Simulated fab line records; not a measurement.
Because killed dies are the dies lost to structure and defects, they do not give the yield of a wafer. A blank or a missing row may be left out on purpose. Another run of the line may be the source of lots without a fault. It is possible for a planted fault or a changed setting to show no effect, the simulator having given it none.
fab line records ; flow sfq-line
record: lots: 14; wafers: 42; last-day: 87
route steps=325 shown I2@111
lots untouched by any fault: they come from a run of this same line in which no faults occurred
start-h: hours from the record's opening day to when the first of the lot's shown wafers began ; wait-h: hours since the lot's step before ; " identical to the entry in the row above ; L1.1+2: one row covering several wafers at once ; - no value, or no start was given ; * or withheld: withheld ; < > ~ a bound
route shown NAME@n: names a module that has steps shown in the file, with the first one's number in the route ; usual: mean and standard deviation over wafers with no fault ; same: alike in all rows ; chamber/n: place in a boat ; sites: readings site by site ; _std_site: the values' standard deviation ; _edge_site: the outer-site mean with the inner-site mean subtracted ; radius-mm: for every site, how far away it sits from the centre of the wafer ; mask NAME#n: copy n ; behind: the tool/chamber that last shaped the wafer ; hold: what put the lot on hold/how long, in hours/how the hold closed ; device: the transistor (n, p or np) that didn't switch ; end of line: at the end of the route, the tests of the same wafers ; a step without rows: its recipe alone ; killed: dies lost to structure and defects at the first sort, not the wafer's yield ; map: shows each die of a wafer: x if killed, . if not, _ if none is there
set.NAME: the run value of the setting; set.NAME@STEP: its run value at that earlier step ; model.NAME: the simulator's own value behind a step, which no gauge read
steps of the route over a sample of lots; a table a step, a row a wafer
== steps ==
step: SFQ_TRILAYER_I2_VIA_LITHO_PEB_070
recipe: peb-temp-c: 115; peb-time-s: 60; resist: KrF
usual: chill-plate-temp-C: 23.00/0.096; exhaust-pa: 45.0/1.1
lot.wafer;tool;chamber;start-h;wait-h;chill-plate-temp-C;exhaust-pa
L801.2;litho-track-02;0;822.05;0.8;23.11;46.3
L801.4;litho-track-02;0;822.05;0.8;23.11;45.2
L801.5;litho-track-02;0;822.05;0.8;22.96;45.3
L803.2;litho-track-01;0;894.53;0.8;23.03;45.7
L803.4;litho-track-01;0;894.53;0.8;22.91;44.3
L803.5;litho-track-01;0;894.53;0.8;23.09;45.2
L805.3;litho-track-03;0;915.21;0.9;22.97;44.8
L805.5;litho-track-03;0;915.21;0.9;23.04;44.3
L805.6;litho-track-03;0;915.21;0.9;22.95;45.6
L807.2;litho-track-03;0;926.93;0.8;22.93;42.9
L807.3;litho-track-03;0;926.93;0.8;22.90;42.8
L807.4;litho-track-03;0;926.93;0.8;22.88;44.1
L808.1;litho-track-02;0;936.50;1.0;23.07;45.2
L808.2;litho-track-02;0;936.50;1.0;22.96;45.0
L808.3;litho-track-02;0;936.50;1.0;22.91;43.0
L809.1;litho-track-03;0;938.90;1.0;23.10;45.3
L809.3;litho-track-03;0;938.90;1.0;23.05;43.7
L809.5;litho-track-03;0;938.90;1.0;23.15;44.4
L810.2;litho-track-02;0;943.73;0.8;23.07;44.7
L810.3;litho-track-02;0;943.73;0.8;23.11;44.0
L810.5;litho-track-02;0;943.73;0.8;22.96;43.1
L814.1;litho-track-03;0;966.47;1.0;23.14;46.5
L814.3;litho-track-03;0;966.47;1.0;23.07;45.4
L814.4;litho-track-03;0;966.47;1.0;22.90;45.3
L817.2;litho-track-02;0;1008.78;0.8;23.03;45.3
L817.3;litho-track-02;0;1008.78;0.8;23.15;45.3
L817.6;litho-track-02;0;1008.78;0.8;23.07;44.9
L818.2;litho-track-03;0;1012.38;0.8;22.91;46.5
L818.4;litho-track-03;0;1012.38;0.8;22.79;46.0
L818.6;litho-track-03;0;1012.38;0.8;22.79;46.3
L819.1;litho-track-03;-;1024.96;1.0;-;-
L819.2;litho-track-03;-;1024.96;1.0;-;-
L819.5;litho-track-03;-;1024.96;1.0;-;-
L820.1;litho-track-01;-;1163.23;1.0;-;-
L820.2;litho-track-01;-;1163.23;1.0;-;-
L820.3;litho-track-01;-;1163.23;1.0;-;-
L823.2;litho-track-03;0;1184.47;0.8;22.95;43.5
L823.5;litho-track-03;0;1184.47;0.8;23.11;43.1
L823.6;litho-track-03;0;1184.47;0.8;22.99;43.4
L824.3;litho-track-03;0;1190.50;0.7;23.00;43.4
L824.5;litho-track-03;0;1190.50;0.7;23.05;44.8
L824.6;litho-track-03;0;1190.50;0.7;23.13;44.0
== key ==
first-sign: step: SFQ_TRILAYER_I2_VIA_LITHO_PEB_070; reading: tool-record; direction: missing
effect none on later readings
met-at SFQ_TRILAYER_I2_VIA_LITHO_PEB_070
struck-lots L819,L820
onset-between 1012.38 1024.96
fault: kind: skipped-step-whole; tool: litho-track-01,litho-track-03; chamber: -; onset-h: 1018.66; steps: SFQ_TRILAYER_I2_VIA_LITHO_PEB_070; scope: struck-lots-only
